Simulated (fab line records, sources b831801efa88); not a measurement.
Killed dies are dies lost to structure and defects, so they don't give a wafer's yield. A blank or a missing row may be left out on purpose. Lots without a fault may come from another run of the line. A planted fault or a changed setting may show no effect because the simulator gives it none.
A struck lot beside a sound one | flow sfq_line | 14 steps out of a route of 325
Sound: wafers L663.2, L663.5, L663.6. Struck: wafer L660.2. (L660.1, L660.5 of the same lot were not struck and are left out.) The cause comes at the end.
At each step with rows: each side's tool, then ch and its chambers, then its first start. Under that, the readings that differ: sound wafers | struck wafers | difference of the means | sigmas: that difference in standard deviations of wafers without a fault.
alike: readings whose means differ by less than 2 such deviations, and words and numbers that are the same on both sides. not compared: withheld readings, readings that some wafer has no value for, bounds like >300 that may hide the same value, and numbers for which the record gives no deviation and whose values overlap.
The two part at a step that has a row with sigmas, a row that says differs or no value, or rows on one side only. Numbers that don't overlap but have no deviation are shown without sigmas and don't part them. A reading that every wafer of one side lacks parts them only if that side has two wafers or more.

first, 2 steps without rows for these wafers: SFQ_TRILAYER_I3_VIA_STRIP_SOLV_CLEAN_090 (cleans in NMP, time 600 s); SFQ_TRILAYER_M4_DEP_PRE_CLEAN_092 (time 22.5 s).
SFQ_TRILAYER_M4_DEP_SPUTTER_091: material Nb, target thk 200 nm, time 128.8 s.
  sound on pvd_sputter-05, day 51 18:14; struck on pvd_sputter-05, day 51 04:14
  alike: throttle_valve_pct
SFQ_M4_RS_MEAS_924: measures by four-point-probe.
  sound on film_metro-02, day 51 18:20; struck on film_metro-02, day 51 04:19
  alike: M4_NB_RS
then, 6 steps without rows for these wafers: SFQ_TRILAYER_M4_LITHO_COAT_098 (resist thk 62 nm); SFQ_TRILAYER_M4_LITHO_COAT_093 (resist thk 600 nm); SFQ_TRILAYER_M4_LITHO_SOFTBAKE_097; SFQ_TRILAYER_M4_LITHO_EXPOSE_094 (exposes mask M4, target cd 500 nm); SFQ_TRILAYER_M4_LITHO_PEB_096 (peb time 60 s); SFQ_TRILAYER_M4_LITHO_DEVELOP_095 (time 60 s).
-- the record jumps here: 5 days lie between the struck wafers' starts before and after --
SFQ_M4_OVL_MEAS_926:
  sound on overlay-02, day 56 09:56; struck on overlay-01, day 55 18:19
  alike: M4_OVL
SFQ_TRILAYER_M4_BARC_OPEN_METAL_ETCH_123: etches BARC in O2, target depth 125 nm, time 41.7 s.
  sound on rie_metal-04 ch 0,1, day 56 09:58; struck on rie_metal-01 ch 1, day 55 18:22
  reading                                             | sound             | struck | difference | sigmas
  oes_product_au (a.u.)                               | 0.690 0.683 0.688 | 0.758  | +0.071     | +15
  run_length_s (s)                                    | 69.7 69.7 69.8    | 67.1   | -2.6       | -2
  model.KrF_of_TRILAYER_M4_LITHO_COAT_093.thk_nm (nm) | 524.2 523.1 522   | 531.6  | +8.5       |
  alike: drypump_motor_current_A
  not compared: rf_hours_counter_h
SFQ_TRILAYER_M4_ETCH_METAL_ETCH_096: etches Nb in Cl2/Ar, stops on SiO2, target depth 240 nm, time 120 s.
  sound on rie_metal-04 ch 0,1, day 56 10:01; struck on rie_metal-01 ch 1, day 55 18:26
  reading                                             | sound             | struck | difference | sigmas
  run_length_s (s)                                    | 148.1 147.9 148.1 | 151.0  | +3.0       | +3
  model.KrF_of_TRILAYER_M4_LITHO_COAT_093.thk_nm (nm) | 378.7 379.2 377.2 | 388.7  | +10.3      |
  alike: drypump_motor_current_A, oes_product_au
  not compared: rf_hours_counter_h
SFQ_TRILAYER_M4_STRIP_STRIP_097: strips in O2.
  sound on rie_metal-04 ch 0,1, day 56 10:08; struck on rie_metal-01 ch 1, day 55 18:36
  alike: drypump_motor_current_A, oes_product_au, platen_temp_c
  not compared: rf_hours_counter_h

WHERE THEY PART
First at SFQ_TRILAYER_M4_BARC_OPEN_METAL_ETCH_123; last, within this record, at SFQ_TRILAYER_M4_ETCH_METAL_ETCH_096. Later steps at which nothing parts them and some readings are alike: SFQ_TRILAYER_M4_STRIP_STRIP_097.

WHY: what the simulator had put in
Process parameter drift: rie_metal-01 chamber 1, from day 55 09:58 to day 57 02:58, at SFQ_TRILAYER_M4_BARC_OPEN_METAL_ETCH_123. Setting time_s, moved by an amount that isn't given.
